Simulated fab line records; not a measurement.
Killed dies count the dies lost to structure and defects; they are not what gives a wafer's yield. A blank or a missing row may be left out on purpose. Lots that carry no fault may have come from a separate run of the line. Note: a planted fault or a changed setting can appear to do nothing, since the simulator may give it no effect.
Split-lot experiment || flow sfq-line || on a route of 325 steps: 5 lots, 23 wafers read

## THE SPLIT ITSELF
At SFQ_TRILAYER_I0_VIA_LITHO_COAT_036 (resist thk 62 nm), the setting spin-rpm was moved away from the recipe's 3000 rpm on 6 of the 23 wafers read, by -5.1% to +3.2%. The other wafers ran this setting at the recipe's value.

The split's own step is where the reading is taken.

## THE READING
BARC_of_TRILAYER_I0_VIA_LITHO_COAT_036.thk-nm (the simulator's own value, which no gauge read), in nm, at SFQ_TRILAYER_I0_VIA_LITHO_COAT_036 (resist thk 62 nm). No usual value for it is given in the file. Across the 17 wafers here that went through the recipe, the average is 62.15 nm and the standard deviation 0.14 nm.

{"wafer": "L077.1", "tool, chamber at the split": "litho-track-01, 0", "spin-rpm as run, rpm": 2846, "against the recipe": "-5.1%", "BARC_of_TRILAYER_I0_VIA_LITHO_COAT_036.thk-nm, nm": 64.06, "against lot-mates on the recipe": "+1.86"}
{"wafer": "L077.2", "tool, chamber at the split": "litho-track-01, 0", "spin-rpm as run, rpm": 3000, "against the recipe": "recipe", "BARC_of_TRILAYER_I0_VIA_LITHO_COAT_036.thk-nm, nm": 62.27, "against lot-mates on the recipe": "-"}
{"wafer": "L077.4", "tool, chamber at the split": "litho-track-01, 0", "spin-rpm as run, rpm": 3000, "against the recipe": "recipe", "BARC_of_TRILAYER_I0_VIA_LITHO_COAT_036.thk-nm, nm": 62.2, "against lot-mates on the recipe": "-"}
{"wafer": "L077.5", "tool, chamber at the split": "litho-track-01, 0", "spin-rpm as run, rpm": 3000, "against the recipe": "recipe", "BARC_of_TRILAYER_I0_VIA_LITHO_COAT_036.thk-nm, nm": 62.14, "against lot-mates on the recipe": "-"}
{"wafer": "L077.6", "tool, chamber at the split": "litho-track-01, 0", "spin-rpm as run, rpm": 2846, "against the recipe": "-5.1%", "BARC_of_TRILAYER_I0_VIA_LITHO_COAT_036.thk-nm, nm": 63.86, "against lot-mates on the recipe": "+1.66"}
{"wafer": "L079.1", "tool, chamber at the split": "litho-track-01, 0", "spin-rpm as run, rpm": 3000, "against the recipe": "recipe", "BARC_of_TRILAYER_I0_VIA_LITHO_COAT_036.thk-nm, nm": 62.18, "against lot-mates on the recipe": "-"}
{"wafer": "L079.2", "tool, chamber at the split": "litho-track-01, 0", "spin-rpm as run, rpm": 3000, "against the recipe": "recipe", "BARC_of_TRILAYER_I0_VIA_LITHO_COAT_036.thk-nm, nm": 62.29, "against lot-mates on the recipe": "-"}
{"wafer": "L079.3", "tool, chamber at the split": "litho-track-01, 0", "spin-rpm as run, rpm": 2939, "against the recipe": "-2.0%", "BARC_of_TRILAYER_I0_VIA_LITHO_COAT_036.thk-nm, nm": 62.76, "against lot-mates on the recipe": "+0.61"}
{"wafer": "L079.4", "tool, chamber at the split": "litho-track-01, 0", "spin-rpm as run, rpm": 2939, "against the recipe": "-2.0%", "BARC_of_TRILAYER_I0_VIA_LITHO_COAT_036.thk-nm, nm": 62.76, "against lot-mates on the recipe": "+0.61"}
{"wafer": "L079.6", "tool, chamber at the split": "litho-track-01, 0", "spin-rpm as run, rpm": 3000, "against the recipe": "recipe", "BARC_of_TRILAYER_I0_VIA_LITHO_COAT_036.thk-nm, nm": 61.97, "against lot-mates on the recipe": "-"}
{"wafer": "L080.1", "tool, chamber at the split": "litho-track-04, 0", "spin-rpm as run, rpm": 3097, "against the recipe": "+3.2%", "BARC_of_TRILAYER_I0_VIA_LITHO_COAT_036.thk-nm, nm": 61.1, "against lot-mates on the recipe": -0.86}
{"wafer": "L080.2", "tool, chamber at the split": "litho-track-04, 0", "spin-rpm as run, rpm": 3000, "against the recipe": "recipe", "BARC_of_TRILAYER_I0_VIA_LITHO_COAT_036.thk-nm, nm": 62.03, "against lot-mates on the recipe": "-"}
{"wafer": "L080.3", "tool, chamber at the split": "litho-track-04, 0", "spin-rpm as run, rpm": 3000, "against the recipe": "recipe", "BARC_of_TRILAYER_I0_VIA_LITHO_COAT_036.thk-nm, nm": 62.03, "against lot-mates on the recipe": "-"}
{"wafer": "L080.4", "tool, chamber at the split": "litho-track-04, 0", "spin-rpm as run, rpm": 3000, "against the recipe": "recipe", "BARC_of_TRILAYER_I0_VIA_LITHO_COAT_036.thk-nm, nm": 61.81, "against lot-mates on the recipe": "-"}
{"wafer": "L080.5", "tool, chamber at the split": "litho-track-04, 0", "spin-rpm as run, rpm": 3097, "against the recipe": "+3.2%", "BARC_of_TRILAYER_I0_VIA_LITHO_COAT_036.thk-nm, nm": 61.03, "against lot-mates on the recipe": -0.93}
{"wafer": "L081.1", "tool, chamber at the split": "litho-track-01, 0", "spin-rpm as run, rpm": 3000, "against the recipe": "recipe", "BARC_of_TRILAYER_I0_VIA_LITHO_COAT_036.thk-nm, nm": 62.09, "against lot-mates on the recipe": "-"}
{"wafer": "L081.4", "tool, chamber at the split": "litho-track-01, 0", "spin-rpm as run, rpm": 3000, "against the recipe": "recipe", "BARC_of_TRILAYER_I0_VIA_LITHO_COAT_036.thk-nm, nm": 62.13, "against lot-mates on the recipe": "-"}
{"wafer": "L081.5", "tool, chamber at the split": "litho-track-01, 0", "spin-rpm as run, rpm": 3000, "against the recipe": "recipe", "BARC_of_TRILAYER_I0_VIA_LITHO_COAT_036.thk-nm, nm": 62.14, "against lot-mates on the recipe": "-"}
{"wafer": "L085.2", "tool, chamber at the split": "litho-track-04, 0", "spin-rpm as run, rpm": 3000, "against the recipe": "recipe", "BARC_of_TRILAYER_I0_VIA_LITHO_COAT_036.thk-nm, nm": 62.42, "against lot-mates on the recipe": "-"}
{"wafer": "L085.3", "tool, chamber at the split": "litho-track-04, 0", "spin-rpm as run, rpm": 3000, "against the recipe": "recipe", "BARC_of_TRILAYER_I0_VIA_LITHO_COAT_036.thk-nm, nm": 62.13, "against lot-mates on the recipe": "-"}
{"wafer": "L085.4", "tool, chamber at the split": "litho-track-04, 0", "spin-rpm as run, rpm": 3000, "against the recipe": "recipe", "BARC_of_TRILAYER_I0_VIA_LITHO_COAT_036.thk-nm, nm": 62.19, "against lot-mates on the recipe": "-"}
{"wafer": "L085.5", "tool, chamber at the split": "litho-track-04, 0", "spin-rpm as run, rpm": 3000, "against the recipe": "recipe", "BARC_of_TRILAYER_I0_VIA_LITHO_COAT_036.thk-nm, nm": 62.1, "against lot-mates on the recipe": "-"}
{"wafer": "L085.6", "tool, chamber at the split": "litho-track-04, 0", "spin-rpm as run, rpm": 3000, "against the recipe": "recipe", "BARC_of_TRILAYER_I0_VIA_LITHO_COAT_036.thk-nm, nm": 62.38, "against lot-mates on the recipe": "-"}

FIT RESULTS
A straight line over all 23 wafers: BARC_of_TRILAYER_I0_VIA_LITHO_COAT_036.thk-nm changes by -0.343 nm for each +1% of spin-rpm; r = -0.98; the points scatter about the line by 0.14 nm.
The same after taking each lot's own level away (the mean of its wafers on the recipe; 23 wafers): -0.319 nm for each +1%; r = -0.98; scatter 0.11 nm.
According to that fit, moving spin-rpm by its largest amount changes the reading by 1.6 nm.
From 61.957 to 62.244 nm: that is the span of the lots' own levels, equal to 2.0 times the standard deviation above.
The two slopes are in agreement: the lot-to-lot level therefore moves the slope only a little.
Check: with one of the wafers moved furthest among these (-5.1%) left out of the fit, the line predicts +1.56 nm for it against its lot-mates. Against them it came out at +1.86 nm.

## FURTHER SPLITS ON THESE WAFERS
Before the reading, these wafers also passed through other splits. Each is held against what the fit with the lots' levels taken away leaves over:
{"other split on the same wafers": "SFQ_TRILAYER_INCOMING_OXIDATION_002 ox-time-s", "wafers away from the commonest value": 18, "r with BARC_of_TRILAYER_I0_VIA_LITHO_COAT_036.thk-nm (lot level and that fit taken away)": -0.12}
{"other split on the same wafers": "SFQ_TRILAYER_L0_DEP_SPUTTER_003 time-s", "wafers away from the commonest value": 5, "r with BARC_of_TRILAYER_I0_VIA_LITHO_COAT_036.thk-nm (lot level and that fit taken away)": -0.16}
{"other split on the same wafers": "SFQ_TRILAYER_L0_BARC_OPEN_METAL_ETCH_010 icp-w", "wafers away from the commonest value": 10, "r with BARC_of_TRILAYER_I0_VIA_LITHO_COAT_036.thk-nm (lot level and that fit taken away)": "+0.02"}
{"other split on the same wafers": "SFQ_TRILAYER_M0_LITHO_COAT_026 spin-rpm", "wafers away from the commonest value": 9, "r with BARC_of_TRILAYER_I0_VIA_LITHO_COAT_036.thk-nm (lot level and that fit taken away)": -0.04}
{"other split on the same wafers": "SFQ_TRILAYER_M0_LITHO_EXPOSE_022 dose-mj", "wafers away from the commonest value": 10, "r with BARC_of_TRILAYER_I0_VIA_LITHO_COAT_036.thk-nm (lot level and that fit taken away)": "+0.01"}

## FILE'S OWN FIT
BARC_of_TRILAYER_I0_VIA_LITHO_COAT_036.thk-nm changes by -0.321 nm for each +1% of spin-rpm, r = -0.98.
